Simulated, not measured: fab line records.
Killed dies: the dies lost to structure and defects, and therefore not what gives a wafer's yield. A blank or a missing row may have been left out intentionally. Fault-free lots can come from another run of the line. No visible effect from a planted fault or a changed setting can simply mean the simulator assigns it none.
fab line records	flow gf180mcu
[record] lots = 24	wafers = 72	last-day = 34
route steps=602 shown STI@13 V1@337 V3@445 PASSIVATION@589
lots untouched by any fault: they come from a run of this same line in which no faults occurred
start-h: the number of hours between the record's first day and the start of the first shown wafer of the lot	wait-h: hours elapsed since this lot's preceding step	" repeats the value in the row above	L1.1+2: several wafers, shown together as one row	- value missing, or start not given	* or withheld: withheld	< > ~ a bound
route shown NAME@n: names a module that has steps shown in the file, with the first one's number in the route	usual: mean/standard deviation taken from wafers without a fault	same: alike in all rows	chamber/n: place in a boat	sites: per-site readings	_std_site: standard deviation of those values	_edge_site: outer sites' mean less inner sites'	radius-mm: for every site, how far away it sits from the centre of the wafer	mask NAME#n: copy n	behind: the most recent tool/chamber to have shaped the wafer	hold: why the lot went on hold/how many hours it stayed there/how the hold came to an end	device: which transistor (n, p or np) failed to switch	end of line: tests of these same wafers at the route's end	for a step that has no rows: nothing shown but its recipe	killed: not the wafer's yield, but the dies lost to structure and defects at the first sort	map: dies across one wafer; x = killed, . = not, _ = none there
set.NAME: the setting that was run; set.NAME@STEP: the one run at that earlier step	model.NAME: the simulator's own value behind a step, which no gauge read
a sample of lots followed through the steps of the route, with each step as a table and each wafer as a row
services: a tool's chamber out of use, with start hour (start-h, from the record's first day; less than 0 if before it), hours out, and reason
[[steps]]
[step GF_STI_CD_MEAS_12]
[recipe] target-cd-nm = 220
[usual] cd-nm = 219.8/1.2
lot.wafer	tool	chamber	start-h	wait-h	cd-nm
L074.2	cd-sem-02	-	25.16	0.1	219.0
L074.4	"	-	"	"	217.9
L074.6	"	-	"	"	218.6
L075.1	cd-sem-01	-	30.98	0.1	221.9
L075.3	"	-	"	"	221.8
L075.6	"	-	"	"	222.3
L076.3	cd-sem-02	-	35.36	0.1	221.2
L076.5	"	-	"	"	221.7
L076.6	"	-	"	"	221.3
L077.1	cd-sem-02	-	41.52	0.1	219.4
L077.2	"	-	"	"	220.0
L077.4	"	-	"	"	221.5
L078.2	cd-sem-01	-	45.90	0.1	217.9
L078.5	"	-	"	"	218.3
L078.6	"	-	"	"	219.8
L079.3	cd-sem-01	-	51.62	0.1	221.7
L079.4	"	-	"	"	220.4
L079.5	"	-	"	"	220.9
L080.2	cd-sem-01	-	58.21	0.1	220.5
L080.4	"	-	"	"	220.8
L080.6	"	-	"	"	220.1
L081.1	cd-sem-01	-	63.97	0.1	218.4
L081.2	"	-	"	"	218.8
L081.5	"	-	"	"	218.3
L082.2	cd-sem-01	-	68.59	0.1	220.6
L082.3	"	-	"	"	220.5
L082.4	"	-	"	"	221.1
L083.1	cd-sem-02	-	72.77	0.1	219.5
L083.4	"	-	"	"	219.6
L083.5	"	-	"	"	220.1
L084.1	cd-sem-01	-	76.48	0.1	218.7
L084.4	"	-	"	"	220.8
L084.5	"	-	"	"	220.4
L085.1	cd-sem-02	-	83.79	0.1	219.3
L085.2	"	-	"	"	220.0
L085.4	"	-	"	"	218.9
L086.1	cd-sem-01	-	88.32	0.1	218.7
L086.4	"	-	"	"	218.2
L086.5	"	-	"	"	217.7
L087.3	cd-sem-02	-	91.61	0.1	220.8
L087.4	"	-	"	"	218.9
L087.5	"	-	"	"	219.6
L088.1	cd-sem-02	-	97.03	0.1	221.2
L088.3	"	-	"	"	219.9
L088.6	"	-	"	"	220.6
L089.1	cd-sem-02	-	103.87	0.1	219.6
L089.3	"	-	"	"	220.4
L089.5	"	-	"	"	219.3
L090.3	cd-sem-02	-	107.47	0.1	219.0
L090.5	"	-	"	"	220.8
L090.6	"	-	"	"	220.1
L091.1	cd-sem-02	-	113.42	0.1	221.1
L091.2	"	-	"	"	219.0
L091.6	"	-	"	"	219.1
L092.1	cd-sem-01	-	119.62	0.1	218.7
L092.2	"	-	"	"	219.5
L092.6	"	-	"	"	216.8
L093.1	cd-sem-02	-	122.48	0.1	221.6
L093.3	"	-	"	"	221.1
L093.5	"	-	"	"	220.8
L094.1	cd-sem-02	-	128.68	0.1	221.1
L094.4	"	-	"	"	219.1
L094.6	"	-	"	"	219.4
L095.1	cd-sem-01	-	133.43	0.1	220.6
L095.4	"	-	"	"	220.3
L095.6	"	-	"	"	220.1
L096.1	cd-sem-01	-	138.32	0.1	219.4
L096.4	"	-	"	"	221.1
L096.5	"	-	"	"	220.7
L097.2	cd-sem-01	-	144.20	0.1	220.4
L097.3	"	-	"	"	219.8
L097.4	"	-	"	"	220.7
[step GF_V1_CVD_02]
[recipe] material = SiO2	target-thk-nm = 850	precursor = TEOS	temp-c = 400	time-s = 94.851	rf-w = 600
[usual] heater-power-w = 663/76
lot.wafer	tool	chamber	start-h	wait-h	heater-power-w
L074.2	pecvd-01	2	379.18	0.0	581
L074.4	"	1	"	"	716
L074.6	"	2	"	"	616
L075.1	pecvd-01	2	389.97	0.1	603
L075.3	"	0	"	"	739
L075.6	"	1	"	"	786
L076.3	pecvd-02	0	407.67	0.0	780
L076.5	"	0	"	"	656
L076.6	"	2	"	"	712
L077.1	pecvd-01	2	420.16	0.1	647
L077.2	"	0	"	"	697
L077.4	"	0	"	"	743
L078.2	pecvd-01	2	426.11	0.0	613
L078.5	"	2	"	"	639
L078.6	"	1	"	"	593
L079.3	pecvd-02	1	438.83	0.0	694
L079.4	"	2	"	"	639
L079.5	"	0	"	"	794
L080.2	pecvd-01	1	446.89	0.0	722
L080.4	"	1	"	"	759
L080.6	"	2	"	"	494
L081.1	pecvd-01	0	462.11	0.1	603
L081.2	"	2	"	"	569
L081.5	"	2	"	"	611
L082.2	pecvd-03	1	462.22	0.0	716
L082.3	"	2	"	"	596
L082.4	"	0	"	"	568
L083.1	pecvd-02	1	467.32	0.1	694
L083.4	"	1	"	"	725
L083.5	"	2	"	"	655
L084.1	pecvd-02	0	476.98	0.1	747
L084.4	"	1	"	"	689
L084.5	"	0	"	"	798
L085.1	pecvd-03	2	485.51	0.1	544
L085.2	"	0	"	"	599
L085.4	"	2	"	"	642
L086.1	pecvd-02	1	498.96	0.1	641
L086.4	"	2	"	"	675
L086.5	"	1	"	"	684
L087.3	pecvd-03	2	506.37	0.0	703
L087.4	"	2	"	"	563
L087.5	"	0	"	"	482
L088.1	pecvd-02	0	511.47	0.1	770
L088.3	"	0	"	"	807
L088.6	"	2	"	"	571
L089.1	pecvd-02	2	521.53	0.1	630
L089.3	"	2	"	"	687
L089.5	"	2	"	"	703
L090.3	pecvd-03	1	532.05	0.0	729
L090.5	"	0	"	"	589
L090.6	"	1	"	"	582
L091.1	pecvd-02	2	538.30	0.1	646
L091.2	"	0	"	"	736
L091.6	"	2	"	"	706
L092.1	pecvd-02	0	549.00	0.1	719
L092.2	"	1	"	"	581
L092.6	"	2	"	"	563
L093.1	pecvd-02	0	552.18	0.1	667
L093.3	"	1	"	"	713
L093.5	"	2	"	"	573
L094.1	pecvd-02	0	564.33	0.1	791
L094.4	"	2	"	"	690
L094.6	"	0	"	"	647
L095.1	pecvd-02	1	571.62	0.1	592
L095.4	"	2	"	"	731
L095.6	"	1	"	"	655
L096.1	pecvd-01	2	575.84	0.1	537
L096.4	"	2	"	"	574
L096.5	"	0	"	"	610
L097.2	pecvd-03	1	578.08	0.0	685
L097.3	"	2	"	"	577
L097.4	"	1	"	"	710
[step GF_V1_ETCH_17]
[recipe] chemistry = C4F8/O2/Ar	mask-material = KrF	target = SiO2	stop-on = TiN	source-w = 1500	bias-w = 1200	pressure-mtorr = 40	c4f8-flow-sccm = withheld	O2_flow_sccm = 6	Ar_flow_sccm = 300	time-s = withheld	target-depth-a = 6300
[usual] oes-product-au = 0.855/0.0049
lot.wafer	tool	chamber	start-h	wait-h	oes-product-au
L074.2	rie-diel-01	1	-	-	0.860
L074.4	"	3	"	"	0.858
L074.6	"	0	"	"	0.850
L075.1	rie-diel-04	3	-	-	0.849
L075.3	"	0	"	"	0.855
L075.6	"	3	"	"	0.863
L076.3	rie-diel-01	1	-	-	0.857
L076.5	"	0	"	"	0.851
L076.6	"	1	"	"	0.859
L077.1	rie-diel-02	0	-	-	0.858
L077.2	"	1	"	"	0.856
L077.4	"	2	"	"	0.850
L078.2	rie-diel-02	0	-	-	0.861
L078.5	"	0	"	"	0.862
L078.6	"	3	"	"	0.853
L079.3	rie-diel-04	3	-	-	0.858
L079.4	"	0	"	"	0.867
L079.5	"	0	"	"	0.849
L080.2	rie-diel-02	3	-	-	0.860
L080.4	"	0	"	"	0.846
L080.6	"	1	"	"	0.857
L081.1	rie-diel-02	0	-	-	0.857
L081.2	"	1	"	"	0.861
L081.5	"	3	"	"	0.841
L082.2	rie-diel-01	1	-	-	0.859
L082.3	"	2	"	"	0.860
L082.4	"	1	"	"	0.859
L083.1	rie-diel-02	3	-	-	0.849
L083.4	"	0	"	"	0.854
L083.5	"	3	"	"	0.851
L084.1	rie-diel-02	1	-	-	0.850
L084.4	"	1	"	"	0.853
L084.5	"	3	"	"	0.850
L085.1	rie-diel-04	2	-	-	0.858
L085.2	"	3	"	"	0.852
L085.4	"	1	"	"	0.852
L086.1	rie-diel-04	1	-	-	0.852
L086.4	"	3	"	"	0.867
L086.5	"	1	"	"	0.854
L087.3	rie-diel-01	3	-	-	0.857
L087.4	"	0	"	"	0.851
L087.5	"	2	"	"	0.856
L088.1	rie-diel-04	0	-	-	0.852
L088.3	"	2	"	"	0.860
L088.6	"	0	"	"	0.854
L089.1	rie-diel-01	0	-	-	0.847
L089.3	"	2	"	"	0.854
L089.5	"	0	"	"	0.855
L090.3	rie-diel-01	2	-	-	0.853
L090.5	"	0	"	"	0.861
L090.6	"	3	"	"	0.853
L091.1	rie-diel-02	0	-	-	0.850
L091.2	"	3	"	"	0.856
L091.6	"	0	"	"	0.850
L092.1	rie-diel-01	2	-	-	0.859
L092.2	"	3	"	"	0.859
L092.6	"	2	"	"	0.857
L093.1	rie-diel-01	2	-	-	0.863
L093.3	"	0	"	"	0.840
L093.5	"	2	"	"	0.853
L094.1	rie-diel-01	3	-	-	0.848
L094.4	"	2	"	"	0.850
L094.6	"	0	"	"	0.849
L095.1	rie-diel-02	1	-	-	0.847
L095.4	"	0	"	"	0.850
L095.6	"	0	"	"	0.857
L096.1	rie-diel-01	0	-	-	0.850
L096.4	"	1	"	"	0.860
L096.5	"	2	"	"	0.852
L097.2	rie-diel-04	3	-	-	0.846
L097.3	"	0	"	"	0.854
L097.4	"	2	"	"	0.859
[step GF_V3_ETCH_16]
[recipe] chemistry = N2/H2	target-depth-a = withheld	overetch-a = withheld	time-s = withheld	target = BARC	ion-energy-ev = 200	source-w = 500	bias-w = 100	pressure-mtorr = 30	n2-flow-sccm = 100	h2-flow-sccm = 200
[usual] drypump-motor-current-A = 5.7/0.47	oes-product-au = 0.854/0.0049	throttle-valve-pct = 13.225/0.0085
lot.wafer	tool	chamber	start-h	wait-h	drypump-motor-current-A	oes-product-au	throttle-valve-pct
L074.2	rie-diel-03	3	505.70	0.0	5.3	0.845	13.224
L074.4	"	2	"	"	5.1	0.845	13.219
L074.6	"	2	"	"	5.1	0.850	13.231
L075.1	rie-diel-03	0	516.15	0.0	4.9	0.859	13.222
L075.3	"	2	"	"	5.1	0.850	13.226
L075.6	"	1	"	"	6.3	0.857	13.227
L076.3	rie-diel-03	3	533.58	0.0	5.4	0.851	13.231
L076.5	"	0	"	"	4.9	0.851	13.222
L076.6	"	3	"	"	5.3	0.854	13.218
L077.1	rie-diel-02	0	546.37	0.0	6.2	0.859	13.250
L077.2	"	1	"	"	5.8	0.846	13.230
L077.4	"	1	"	"	5.8	0.850	13.217
L078.2	rie-diel-02	2	551.42	0.0	6.2	0.848	13.228
L078.5	"	2	"	"	6.2	0.855	13.217
L078.6	"	0	"	"	6.2	0.865	13.227
L079.3	rie-diel-03	0	561.72	0.0	4.9	0.853	13.221
L079.4	"	2	"	"	5.1	0.851	13.221
L079.5	"	3	"	"	5.3	0.845	13.214
L080.2	rie-diel-04	3	570.28	0.0	5.1	0.849	13.231
L080.4	"	0	"	"	6.0	0.853	13.233
L080.6	"	0	"	"	6.0	0.863	13.222
L081.1	rie-diel-02	2	582.72	0.0	6.1	0.857	13.215
L081.2	"	3	"	"	5.6	0.859	13.225
L081.5	"	1	"	"	5.8	0.856	13.219
L082.2	rie-diel-04	2	585.08	0.0	6.1	0.847	13.229
L082.3	"	1	"	"	5.5	0.846	13.224
L082.4	"	3	"	"	5.1	0.855	13.236
L083.1	rie-diel-02	2	588.62	0.0	6.2	0.849	13.212
L083.4	"	0	"	"	6.1	0.866	13.221
L083.5	"	1	"	"	5.8	0.851	13.225
L084.1	rie-diel-03	0	595.73	0.0	4.9	0.858	13.243
L084.4	"	2	"	"	5.1	0.857	13.219
L084.5	"	3	"	"	5.4	0.859	13.229
L085.1	rie-diel-03	2	604.95	0.0	5.1	0.850	13.220
L085.2	"	3	"	"	5.4	0.849	13.228
L085.4	"	1	"	"	6.3	0.854	13.233
L086.1	rie-diel-03	2	615.45	0.0	5.1	0.855	13.238
L086.4	"	0	"	"	4.9	0.847	13.231
L086.5	"	1	"	"	6.3	0.856	13.221
L087.3	rie-diel-04	1	623.07	0.0	5.5	0.853	13.234
L087.4	"	3	"	"	5.1	0.861	13.230
L087.5	"	1	"	"	5.4	0.858	13.218
L088.1	rie-diel-04	1	624.68	0.0	5.4	0.855	13.226
L088.3	"	0	"	"	6.0	0.859	13.227
L088.6	"	1	"	"	5.4	0.856	13.221
L089.1	rie-diel-04	1	636.43	0.0	5.5	0.846	13.212
L089.3	"	0	"	"	6.0	0.854	13.229
L089.5	"	1	"	"	5.4	0.852	13.221
L090.3	rie-diel-02	0	645.89	0.0	6.2	0.852	13.225
L090.5	"	3	"	"	5.6	0.852	13.221
L090.6	"	2	"	"	6.1	0.859	13.216
L091.1	rie-diel-03	1	650.92	0.0	6.3	0.863	13.233
L091.2	"	3	"	"	5.4	0.857	13.224
L091.6	"	0	"	"	4.9	0.858	13.248
L092.1	rie-diel-04	1	659.03	0.0	5.5	0.861	13.228
L092.2	"	0	"	"	6.0	0.854	13.217
L092.6	"	3	"	"	5.1	0.865	13.228
L093.1	rie-diel-03	3	663.27	0.0	5.3	0.853	13.226
L093.3	"	0	"	"	4.9	0.848	13.226
L093.5	"	1	"	"	6.3	0.848	13.226
L094.1	rie-diel-02	2	672.37	0.0	6.1	0.854	13.223
L094.4	"	1	"	"	5.8	0.848	13.217
L094.6	"	0	"	"	6.2	0.853	13.242
L095.1	rie-diel-04	0	678.37	0.0	6.0	0.851	13.199
L095.4	"	2	"	"	6.1	0.853	13.227
L095.6	"	1	"	"	5.4	0.847	13.221
L096.1	rie-diel-04	2	682.38	0.0	6.1	0.856	13.231
L096.4	"	3	"	"	5.1	0.851	13.226
L096.5	"	0	"	"	6.0	0.849	13.222
L097.2	rie-diel-02	3	684.87	0.0	5.6	0.853	13.238
L097.3	"	0	"	"	6.2	0.856	13.219
L097.4	"	1	"	"	5.8	0.861	13.236
[step GF_PASSIVATION_CVD_02]
[recipe] material = Si3N4	target-thk-nm = 700	time-s = 486.18	temp-c = 400	rf-w = 450
[usual] heater-power-w = 721/100
lot.wafer	tool	chamber	start-h	wait-h	heater-power-w
L074.2	pecvd-04	2	645.12	0.0	619
L074.4	"	1	"	"	761
L074.6	"	2	"	"	658
L075.1	pecvd-03	0	653.02	0.1	656
L075.3	"	2	"	"	751
L075.6	"	0	"	"	532
L076.3	pecvd-03	1	668.50	0.0	736
L076.5	"	1	"	"	763
L076.6	"	0	"	"	578
L077.1	pecvd-03	2	677.25	0.1	741
L077.2	"	1	"	"	690
L077.4	"	1	"	"	746
L078.2	pecvd-04	1	686.44	0.0	747
L078.5	"	2	"	"	734
L078.6	"	0	"	"	945
L079.3	pecvd-04	2	692.51	0.0	699
L079.4	"	2	"	"	728
L079.5	"	1	"	"	828
L080.2	pecvd-04	2	698.19	0.0	695
L080.4	"	1	"	"	815
L080.6	"	2	"	"	717
L081.1	pecvd-03	1	710.33	0.1	743
L081.2	"	0	"	"	650
L081.5	"	1	"	"	766
L082.2	pecvd-03	2	712.28	0.0	653
L082.3	"	0	"	"	554
L082.4	"	1	"	"	732
L083.1	pecvd-04	1	715.97	0.1	790
L083.4	"	2	"	"	728
L083.5	"	2	"	"	580
L084.1	pecvd-03	2	721.58	0.1	625
L084.4	"	1	"	"	741
L084.5	"	2	"	"	675
L085.1	pecvd-03	1	735.29	0.1	701
L085.2	"	2	"	"	618
L085.4	"	0	"	"	530
L086.1	pecvd-01	0	738.49	0.1	787
L086.4	"	1	"	"	668
L086.5	"	2	"	"	552
L087.3	pecvd-01	2	745.50	0.0	596
L087.4	"	1	"	"	739
L087.5	"	0	"	"	646
L088.1	pecvd-01	2	747.32	0.1	677
L088.3	"	0	"	"	702
L088.6	"	2	"	"	699
L089.1	pecvd-04	2	754.50	0.1	696
L089.3	"	0	"	"	917
L089.5	"	1	"	"	690
L090.3	pecvd-01	1	764.21	0.0	789
L090.5	"	1	"	"	680
L090.6	"	2	"	"	597
L091.1	pecvd-01	2	767.30	0.1	682
L091.2	"	1	"	"	792
L091.6	"	0	"	"	737
L092.1	pecvd-03	2	774.94	0.1	645
L092.2	"	1	"	"	726
L092.6	"	0	"	"	524
L093.1	pecvd-03	0	777.65	0.1	653
L093.3	"	2	"	"	727
L093.5	"	1	"	"	718
L094.1	pecvd-01	2	784.55	0.1	649
L094.4	"	2	"	"	669
L094.6	"	0	"	"	685
L095.1	pecvd-03	2	788.67	0.1	703
L095.4	"	2	"	"	723
L095.6	"	0	"	"	613
L096.1	pecvd-04	1	793.18	0.1	724
L096.4	"	1	"	"	800
L096.5	"	0	"	"	912
L097.2	pecvd-04	0	796.81	0.0	973
L097.3	"	2	"	"	747
L097.4	"	0	"	"	1025
[step GF_PASSIVATION_STRIP_12]
[recipe] chemistry = O2/N2	power-w = 1400	pressure-mtorr = 1500	platen-temp-c = 250	o2-flow-sccm = 3000	n2-flow-sccm = 300	overash-fraction = 0.5
[usual] drypump-motor-current-A = 5.6/0.4	heater-power-w = 319/20	o2-flow-sccm = 2999/9.3	oes-product-au = 0.719/0.0045	strip-time-to-endpoint-s = 34.82/0.17
lot.wafer	tool	chamber	start-h	wait-h	drypump-motor-current-A	heater-power-w	o2-flow-sccm	oes-product-au	rf-hours-counter-h	strip-time-to-endpoint-s
L074.2	plasma-asher-01	1	665.68	0.1	6.1	310	2992	0.716	91	34.61
L074.4	"	0	"	"	5.5	347	3001	0.724	-	34.90
L074.6	"	0	"	"	5.6	359	3000	0.719	-	34.76
L075.1	plasma-asher-01	0	672.57	0.1	5.6	353	3001	0.714	92	34.61
L075.3	"	0	"	"	5.5	347	2994	0.722	-	34.68
L075.6	"	0	"	"	5.5	351	3006	0.709	-	34.53
L076.3	plasma-asher-02	0	687.22	0.2	5.9	307	2986	0.716	-	34.83
L076.5	"	1	"	"	6.4	343	3008	0.725	-	34.86
L076.6	"	0	"	"	5.9	315	2981	0.714	-	34.90
L077.1	plasma-asher-01	1	696.67	0.1	6.1	312	3011	0.718	95	35.16
L077.2	"	0	"	"	5.6	358	2975	0.720	95	34.92
L077.4	"	1	"	"	6.1	309	3006	0.713	-	34.92
L078.2	plasma-asher-04	1	705.56	0.1	5.3	300	2995	0.725	112	34.86
L078.5	"	0	"	"	5.2	309	2997	0.719	-	34.97
L078.6	"	1	"	"	5.2	312	3006	0.724	-	34.91
L079.3	plasma-asher-04	1	711.21	0.2	5.2	305	3007	0.721	-	34.61
L079.4	"	0	"	"	5.2	306	3014	0.722	-	34.59
L079.5	"	0	"	"	5.2	320	2987	0.721	-	34.37
L080.2	plasma-asher-04	1	716.52	0.1	5.2	306	2982	0.727	113	34.93
L080.4	"	0	"	"	5.2	303	2993	0.722	-	35.04
L080.6	"	1	"	"	5.2	305	3001	0.718	-	34.87
L081.1	plasma-asher-04	0	728.37	0.1	5.2	305	3012	0.727	114	34.66
L081.2	"	1	"	"	5.3	300	3000	0.718	114	34.52
L081.5	"	1	"	"	5.3	307	3005	0.717	-	34.62
L082.2	plasma-asher-01	0	730.33	0.1	5.6	341	2992	0.719	99	34.90
L082.3	"	1	"	"	6.1	309	2984	0.721	-	34.83
L082.4	"	0	"	"	5.6	348	3002	0.714	-	34.99
L083.1	plasma-asher-02	1	734.37	0.1	6.4	351	3008	0.715	64	34.97
L083.4	"	1	"	"	6.4	364	3005	0.725	-	34.89
L083.5	"	1	"	"	6.4	343	3001	0.715	-	34.82
L084.1	plasma-asher-02	0	739.61	0.1	5.8	303	2995	0.714	65	34.98
L084.4	"	1	"	"	6.4	348	3010	0.714	-	34.82
L084.5	"	0	"	"	5.9	310	3009	0.724	-	34.88
L085.1	plasma-asher-01	0	753.11	0.1	5.6	355	2988	0.711	102	34.81
L085.2	"	1	"	"	6.1	306	2998	0.720	102	34.94
L085.4	"	1	"	"	6.1	309	3012	0.714	-	34.81
L086.1	plasma-asher-04	0	755.47	0.1	5.2	318	2983	0.719	2	34.67
L086.4	"	0	"	"	5.2	318	2985	0.726	-	34.71
L086.5	"	1	"	"	5.2	297	3006	0.716	-	34.73
L087.3	plasma-asher-04	1	762.86	0.2	5.2	292	3010	0.723	-	34.79
L087.4	"	0	"	"	5.2	310	3003	0.720	-	34.81
L087.5	"	0	"	"	5.2	316	3007	0.719	-	35.04
L088.1	plasma-asher-04	1	763.96	0.1	5.2	298	2998	0.710	4	34.77
L088.3	"	0	"	"	5.2	325	3002	0.717	-	34.53
L088.6	"	1	"	"	5.2	296	2984	0.720	-	34.59
L089.1	plasma-asher-01	0	770.95	0.2	5.6	351	2980	0.721	103	34.72
L089.3	"	1	"	"	6.1	307	2995	0.713	-	34.49
L089.5	"	1	"	"	6.1	306	2994	0.718	-	34.60
L090.3	plasma-asher-04	1	780.31	0.2	5.2	294	2978	0.725	-	34.62
L090.5	"	0	"	"	5.2	312	3007	0.720	-	34.91
L090.6	"	1	"	"	5.2	299	2997	0.724	-	34.93
L091.1	plasma-asher-04	0	783.11	0.1	5.2	308	3006	0.719	7	34.85
L091.2	"	1	"	"	5.2	300	2992	0.720	7	34.79
L091.6	"	1	"	"	5.2	297	3004	0.720	-	34.60
L092.1	plasma-asher-01	0	790.76	0.1	5.6	357	2996	0.720	106	35.03
L092.2	"	1	"	"	6.1	310	3007	0.714	106	34.90
L092.6	"	0	"	"	5.6	348	2998	0.724	-	34.94
L093.1	plasma-asher-01	0	793.83	0.1	5.6	350	3009	0.721	106	34.67
L093.3	"	0	"	"	5.5	358	3013	0.722	-	34.90
L093.5	"	0	"	"	5.6	352	3016	0.714	-	34.66
L094.1	plasma-asher-04	0	800.11	0.1	5.2	315	3008	0.717	9	34.90
L094.4	"	0	"	"	5.2	316	3005	0.720	-	34.73
L094.6	"	0	"	"	5.2	321	3003	0.721	-	35.07
L095.1	plasma-asher-01	0	803.63	0.1	5.6	351	2991	0.723	107	34.91
L095.4	"	1	"	"	6.1	313	3013	0.715	-	34.71
L095.6	"	1	"	"	6.1	315	2997	0.715	-	34.75
L096.1	plasma-asher-01	0	807.92	0.1	5.5	351	2992	0.718	108	34.87
L096.4	"	1	"	"	6.1	313	3005	0.721	-	34.62
L096.5	"	1	"	"	6.1	305	3000	0.713	-	34.80
L097.2	plasma-asher-04	0	811.17	0.1	5.2	322	3001	0.722	11	34.96
L097.3	"	0	"	"	5.2	311	3003	0.727	-	35.26
L097.4	"	1	"	"	5.2	305	3013	0.729	-	34.97
[[services]]
tool	chamber	start-h	hours	kind
pecvd-03	-	368.88	14.0	pm
rie-diel-04	3	415.88	14.5	repair
pecvd-01	-	441.00	1.2	repair
rie-diel-02	-	461.28	0.1	repair
pecvd-03	-	463.79	5.8	repair
rie-diel-02	1	497.82	2.6	repair
rie-diel-04	-	550.21	0.5	repair
rie-diel-02	2	561.04	13.7	repair
rie-diel-04	0	576.01	2.8	repair
rie-diel-04	2	577.11	6.9	repair
rie-diel-02	3	588.79	3.1	repair
rie-diel-04	-	589.63	0.7	repair
rie-diel-04	0	648.65	3.3	repair
rie-diel-04	-	648.81	0.5	repair
pecvd-03	1	656.10	3.5	repair
pecvd-03	-	672.18	1.4	repair
rie-diel-04	-	724.52	0.7	repair
rie-diel-04	2	729.48	2.9	repair
rie-diel-02	3	743.39	16.4	repair
rie-diel-02	2	764.14	8.8	repair
rie-diel-02	3	769.02	6.4	repair
rie-diel-04	3	772.25	9.7	repair
rie-diel-04	-	778.21	0.2	repair
rie-diel-02	-	798.57	1.6	repair
[[key]]
fault none
